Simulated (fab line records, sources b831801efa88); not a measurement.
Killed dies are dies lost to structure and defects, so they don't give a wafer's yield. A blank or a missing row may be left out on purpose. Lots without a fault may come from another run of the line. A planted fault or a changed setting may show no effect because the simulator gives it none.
fab line records | flow sky130
record lots=14 wafers=42 last_day=50
route steps=708 shown DNWELL@37 PWDE@55 NWELL@68 SONOS_TUNNEL@162 POLY_GATE@235 LDD_P@263
lots that met no fault: from a run of the same line without faults
start_h: hours from the record's first day to the start of the lot's first wafer shown | wait_h: hours since the lot's step before | " the same as in the row above | L1.1+2: a row that stands for several wafers | - no value, or no start given | * or withheld: withheld | < > ~ a bound
route shown NAME@n: a module of which the file shows steps, and the number in the route of the first | usual: mean/standard deviation of fault-free wafers | same: alike in all rows | chamber/n: place in a boat | sites: the reading at each site | _std_site: their standard deviation | _edge_site: outer sites' mean less inner sites' | radius_mm: how far each site lies from the wafer's centre | mask NAME#n: copy n | behind: the tool/chamber that last shaped the wafer | hold: why the lot was held/for how many hours/how that ended | device: the transistor (n, p or np) that didn't switch | end of line: the same wafers' tests at the end of the route | a step without rows: its recipe alone | killed: dies lost to structure and defects at the first sort, not the wafer's yield | map: a wafer's dies, x killed, . not, _ none there
set.NAME: the setting as run; set.NAME@STEP: as run at that earlier step | model.NAME: the simulator's own value behind a step, which no gauge read
steps of the route over a sample of lots; a table a step, a row a wafer
## steps
# step SKY_DNWELL_COAT_02
# recipe spin_rpm=2000 resist_thk_nm=3000
# usual chill_plate_temp_C=23.01/0.099 dispense_pressure_kPa=49/4.3
# columns lot.wafer tool chamber start_h wait_h chill_plate_temp_C dispense_pressure_kPa
L181.2 litho_track-02 0 44.52 0.1 23.18 52
L181.3 " 0 " " 22.97 52
L181.6 " 0 " " 23.03 52
L183.1 litho_track-03 0 55.68 0.1 22.91 43
L183.4 " 0 " " 22.96 43
L183.5 " 0 " " 22.90 43
L185.1 litho_track-03 0 66.58 0.1 23.00 43
L185.2 " 0 " " 23.08 43
L185.3 " 0 " " 23.13 43
L186.4 litho_track-02 0 70.82 0.1 22.96 52
L186.5 " 0 " " 23.00 52
L186.6 " 0 " " 22.91 52
L187.1 litho_track-02 0 74.75 0.1 22.99 52
L187.3 " 0 " " 22.94 52
L187.6 " 0 " " 23.02 52
L188.3 litho_track-01 0 81.16 0.1 22.93 52
L188.4 " 0 " " 23.04 52
L188.5 " 0 " " 22.95 52
L190.1 litho_track-03 0 90.38 0.1 23.01 43
L190.2 " 0 " " 23.14 43
L190.3 " 0 " " 23.03 43
L191.4 litho_track-03 0 95.91 0.1 22.90 43
L191.5 " 0 " " 22.97 43
L191.6 " 0 " " 22.99 43
L192.3 litho_track-01 - 101.36 0.1 - -
L192.4 " - " " - -
L192.6 " - " " - -
L193.3 litho_track-02 - 109.35 0.1 - -
L193.5 " - " " - -
L193.6 " - " " - -
L194.3 litho_track-01 0 114.11 0.1 23.10 52
L194.5 " 0 " " 22.92 52
L194.6 " 0 " " 23.05 52
L202.3 litho_track-02 0 157.65 0.1 22.92 52
L202.5 " 0 " " 22.98 52
L202.6 " 0 " " 22.89 52
L203.2 litho_track-02 0 160.52 0.1 23.04 52
L203.4 " 0 " " 22.94 52
L203.5 " 0 " " 22.93 52
L204.2 litho_track-03 0 165.86 0.1 22.94 43
L204.4 " 0 " " 22.97 43
L204.6 " 0 " " 22.82 43
# step SKY_PWDE_TW_MEAS_10
# usual PWDE_TW=374.4/2.6
# columns lot.wafer tool chamber start_h wait_h PWDE_TW
L181.2 film_metro-02 - 69.49 0.1 378.2
L181.3 " - " " 376.5
L181.6 " - " " 376.7
L183.1 film_metro-02 - 80.12 0.1 378.2
L183.4 " - " " 375.5
L183.5 " - " " 375.7
L185.1 film_metro-02 - 93.22 0.1 375.9
L185.2 " - " " 377.2
L185.3 " - " " 377.4
L186.4 film_metro-04 - 96.58 0.1 376.1
L186.5 " - " " 378.6
L186.6 " - " " 376.3
L187.1 film_metro-04 - 100.27 0.1 374.6
L187.3 " - " " 375.3
L187.6 " - " " 375.8
L188.3 film_metro-02 - 106.90 0.1 378.6
L188.4 " - " " 375.8
L188.5 " - " " 377.0
L190.1 film_metro-02 - 116.47 0.1 375.2
L190.2 " - " " 375.1
L190.3 " - " " 376.9
L191.4 film_metro-03 - 123.05 0.1 374.5
L191.5 " - " " 375.8
L191.6 " - " " 375.5
L192.3 film_metro-04 - 129.24 0.1 1137.6
L192.4 " - " " 1126.9
L192.6 " - " " 1134.2
L193.3 film_metro-03 - 137.39 0.1 1123.2
L193.5 " - " " 1126.6
L193.6 " - " " 1125.2
L194.3 film_metro-04 - 142.89 0.1 373.4
L194.5 " - " " 374.7
L194.6 " - " " 371.4
L202.3 film_metro-04 - 188.14 0.1 371.3
L202.5 " - " " 371.2
L202.6 " - " " 372.2
L203.2 film_metro-04 - 190.91 0.1 371.6
L203.4 " - " " 370.0
L203.5 " - " " 372.6
L204.2 film_metro-03 - 195.83 0.1 375.4
L204.4 " - " " 375.2
L204.6 " - " " 371.7
# step SKY_NWELL_TW_MEAS_15
# usual NWELL_TW=1818/13
# columns lot.wafer tool chamber start_h wait_h NWELL_TW
L181.2 film_metro-03 - 86.59 0.1 1818
L181.3 " - " " 1807
L181.6 " - " " 1816
L183.1 film_metro-02 - 97.88 0.1 1835
L183.4 " - " " 1832
L183.5 " - " " 1839
L185.1 film_metro-04 - 111.38 0.1 1823
L185.2 " - " " 1825
L185.3 " - " " 1821
L186.4 film_metro-03 - 114.85 0.1 1823
L186.5 " - " " 1830
L186.6 " - " " 1818
L187.1 film_metro-04 - 118.23 0.1 1818
L187.3 " - " " 1826
L187.6 " - " " 1821
L188.3 film_metro-02 - 125.05 0.1 1847
L188.4 " - " " 1851
L188.5 " - " " 1843
L190.1 film_metro-03 - 135.63 0.1 1831
L190.2 " - " " 1823
L190.3 " - " " 1815
L191.4 film_metro-04 - 142.25 0.1 1828
L191.5 " - " " 1833
L191.6 " - " " 1815
L192.3 film_metro-04 - 148.55 0.1 1921
L192.4 " - " " 1924
L192.6 " - " " 1920
L193.3 film_metro-04 - 157.63 0.1 1926
L193.5 " - " " 1922
L193.6 " - " " 1932
L194.3 film_metro-04 - 163.64 0.1 1799
L194.5 " - " " 1797
L194.6 " - " " 1804
L202.3 film_metro-04 - 209.80 0.1 1799
L202.5 " - " " 1814
L202.6 " - " " 1812
L203.2 film_metro-03 - 212.98 0.1 1827
L203.4 " - " " 1814
L203.5 " - " " 1818
L204.2 film_metro-03 - 218.58 0.1 1833
L204.4 " - " " 1837
L204.6 " - " " 1834
# step SKY_NWELL_TW_MEAS_26
# usual NWELL_2_TW=496/3.2
# columns lot.wafer tool chamber start_h wait_h NWELL_2_TW
L181.2 film_metro-04 - 103.73 0.1 497
L181.3 " - " " 495
L181.6 " - " " 496
L183.1 film_metro-04 - 114.88 0.1 499
L183.4 " - " " 497
L183.5 " - " " 497
L185.1 film_metro-02 - 130.17 0.1 500
L185.2 " - " " 502
L185.3 " - " " 500
L186.4 film_metro-03 - 133.65 0.1 496
L186.5 " - " " 495
L186.6 " - " " 498
L187.1 film_metro-03 - 137.83 0.1 497
L187.3 " - " " 498
L187.6 " - " " 496
L188.3 film_metro-02 - 144.64 0.1 499
L188.4 " - " " 500
L188.5 " - " " 498
L190.1 film_metro-03 - 155.68 0.1 496
L190.2 " - " " 497
L190.3 " - " " 497
L191.4 film_metro-04 - 162.67 0.1 491
L191.5 " - " " 497
L191.6 " - " " 494
L192.3 film_metro-03 - 169.35 0.1 1149
L192.4 " - " " 1151
L192.6 " - " " 1147
L193.3 film_metro-04 - 178.09 0.1 1130
L193.5 " - " " 1131
L193.6 " - " " 1132
L194.3 film_metro-04 - 184.35 0.1 493
L194.5 " - " " 492
L194.6 " - " " 492
L202.3 film_metro-04 - 232.19 0.1 494
L202.5 " - " " 496
L202.6 " - " " 493
L203.2 film_metro-03 - 235.39 0.1 498
L203.4 " - " " 495
L203.5 " - " " 501
L204.2 film_metro-04 - 241.33 0.1 493
L204.4 " - " " 492
L204.6 " - " " 489
# step SKY_SONOS_TUNNEL_OVL_MEAS_08
# usual SONOS_TUNNEL_OVL=0.6/1.4
# columns lot.wafer tool chamber start_h wait_h SONOS_TUNNEL_OVL[nm]
L181.2 overlay-01 - 246.71 0.1 -0.5
L181.3 " - " " -2.3
L181.6 " - " " 0.1
L183.1 overlay-01 - 261.85 0.1 1.9
L183.4 " - " " 1.6
L183.5 " - " " 1.3
L185.1 overlay-01 - 281.02 0.1 3.5
L185.2 " - " " 1.8
L185.3 " - " " 0.9
L186.4 overlay-01 - 285.68 0.1 -0.4
L186.5 " - " " -0.6
L186.6 " - " " 0.5
L187.1 overlay-02 - 292.00 0.1 1.8
L187.3 " - " " 2.1
L187.6 " - " " 0.2
L188.3 overlay-02 - 301.23 0.1 1.2
L188.4 " - " " 0.4
L188.5 " - " " 0.7
L190.1 overlay-01 - 315.77 0.1 1.7
L190.2 " - " " 2.3
L190.3 " - " " 2.7
L191.4 overlay-02 - 324.38 0.1 1.4
L191.5 " - " " 1.1
L191.6 " - " " 0.4
L192.3 overlay-02 - 332.68 0.1 1.1
L192.4 " - " " -0.1
L192.6 " - " " 1.7
L193.3 overlay-01 - 347.18 0.1 0.4
L193.5 " - " " -0.2
L193.6 " - " " 1.1
L194.3 overlay-02 - 353.94 0.1 -0.1
L194.5 " - " " 0.8
L194.6 " - " " -0.6
L202.3 overlay-02 - 416.86 0.1 -1.2
L202.5 " - " " -1.2
L202.6 " - " " -1.7
L203.2 overlay-02 - 421.15 0.1 -0.7
L203.4 " - " " 0.6
L203.5 " - " " 1.9
L204.2 overlay-02 - 428.92 0.1 1.0
L204.4 " - " " 0.6
L204.6 " - " " -0.2
# step SKY_POLY_GATE_THK_MEAS_21
# recipe reads=SiO2_of_POLY_GATE_OXIDATION_20
# usual POLY_GATE_OXIDATION_THK=4.00/0.054
# columns lot.wafer tool chamber start_h wait_h POLY_GATE_OXIDATION_THK[nm]
L181.2 film_metro-01 - 365.90 0.0 3.94
L181.3 " - " " 4.02
L181.6 " - " " 4.07
L183.1 film_metro-02 - 385.04 0.0 3.98
L183.4 " - " " 4.05
L183.5 " - " " 3.94
L185.1 film_metro-01 - 403.81 0.0 3.92
L185.2 " - " " 3.95
L185.3 " - " " 3.95
L186.4 film_metro-03 - 416.74 0.0 4.03
L186.5 " - " " 4.04
L186.6 " - " " 4.04
L187.1 film_metro-01 - 421.69 0.0 4.06
L187.3 " - " " 3.90
L187.6 " - " " 4.00
L188.3 film_metro-02 - 428.81 0.0 4.05
L188.4 " - " " 3.98
L188.5 " - " " 4.04
L190.1 film_metro-03 - 449.87 0.0 4.08
L190.2 " - " " 3.99
L190.3 " - " " 4.08
L191.4 film_metro-02 - 460.93 0.0 4.00
L191.5 " - " " 4.05
L191.6 " - " " 3.99
L192.3 film_metro-01 - 471.22 0.0 4.08
L192.4 " - " " 4.04
L192.6 " - " " 4.04
L193.3 film_metro-02 - 481.22 0.0 4.03
L193.5 " - " " 4.09
L193.6 " - " " 4.18
L194.3 film_metro-02 - 489.76 0.0 4.01
L194.5 " - " " 4.10
L194.6 " - " " 3.95
L202.3 film_metro-02 - 551.77 0.0 3.99
L202.5 " - " " 3.91
L202.6 " - " " 3.99
L203.2 film_metro-02 - 561.16 0.0 3.95
L203.4 " - " " 3.93
L203.5 " - " " 4.01
L204.2 film_metro-01 - 567.32 0.0 4.02
L204.4 " - " " 4.09
L204.6 " - " " 3.98
# step SKY_LDD_P_OVL_MEAS_08
# usual LDD_P_OVL=-0.1/1.2
# columns lot.wafer tool chamber start_h wait_h LDD_P_OVL[nm]
L181.2 overlay-01 - 425.45 0.1 1.9
L181.3 " - " " 1.4
L181.6 " - " " 1.3
L183.1 overlay-01 - 445.31 0.1 0.9
L183.4 " - " " 0.8
L183.5 " - " " 0.5
L185.1 overlay-01 - 466.36 0.1 -1.0
L185.2 " - " " -0.1
L185.3 " - " " 0.0
L186.4 overlay-01 - 479.17 0.1 1.3
L186.5 " - " " 0.2
L186.6 " - " " 1.0
L187.1 overlay-01 - 484.71 0.1 -1.2
L187.3 " - " " -0.8
L187.6 " - " " -0.4
L188.3 overlay-01 - 492.53 0.1 2.7
L188.4 " - " " 1.4
L188.5 " - " " 2.8
L190.1 overlay-01 - 512.01 0.1 -2.2
L190.2 " - " " -1.3
L190.3 " - " " -1.9
L191.4 overlay-01 - 523.22 0.1 -2.2
L191.5 " - " " -2.7
L191.6 " - " " -1.8
L192.3 overlay-01 - 533.93 0.1 0.5
L192.4 " - " " -1.3
L192.6 " - " " -0.2
L193.3 overlay-01 - 542.38 0.1 2.5
L193.5 " - " " 2.3
L193.6 " - " " 3.4
L194.3 overlay-01 - 550.92 0.1 0.6
L194.5 " - " " 1.9
L194.6 " - " " 0.6
L202.3 overlay-02 - 610.42 0.1 0.2
L202.5 " - " " 2.1
L202.6 " - " " 1.2
L203.2 overlay-01 - 619.70 0.1 -0.6
L203.4 " - " " 0.4
L203.5 " - " " 0.6
L204.2 overlay-01 - 626.67 0.1 0.1
L204.4 " - " " -0.1
L204.6 " - " " 1.0
## key
first_sign step=SKY_DNWELL_COAT_02 reading=tool_record direction=missing
effect step=SKY_PWDE_TW_MEAS_10 reading=PWDE_TW direction=up sigmas=99+ usual=374.4 struck=1129.0
effect step=SKY_NWELL_TW_MEAS_15 reading=NWELL_TW direction=up sigmas=8 usual=1818 struck=1924
effect step=SKY_NWELL_TW_MEAS_26 reading=NWELL_2_TW direction=up sigmas=99+ usual=496 struck=1140
met_at SKY_DNWELL_COAT_02
struck_lots L192,L193
sort_left_out L192.3,L192.4,L192.6,L193.3,L193.5,L193.6
tester_left_out L192,L193
not_acting_at SKY_SONOS_TUNNEL_OVL_MEAS_08,SKY_POLY_GATE_THK_MEAS_21,SKY_LDD_P_OVL_MEAS_08
onset_between 81.16 101.36
fault kind=skipped_step_whole tool=litho_track-01,litho_track-02 chamber=- onset_h=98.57 steps=SKY_DNWELL_COAT_02 scope=struck_lots_only
# tester_left_out: of these lots the tester's yield and bins aren't shown, on N5 and GAA mostly nor the transistor test; their killed dies are dies lost to structure and defects alone, not to doping, threshold or leakage, so they don't give the yield
# sort_left_out: the simulated sort isn't trusted on such a fault, so these wafers' sort isn't shown, and their yield isn't known
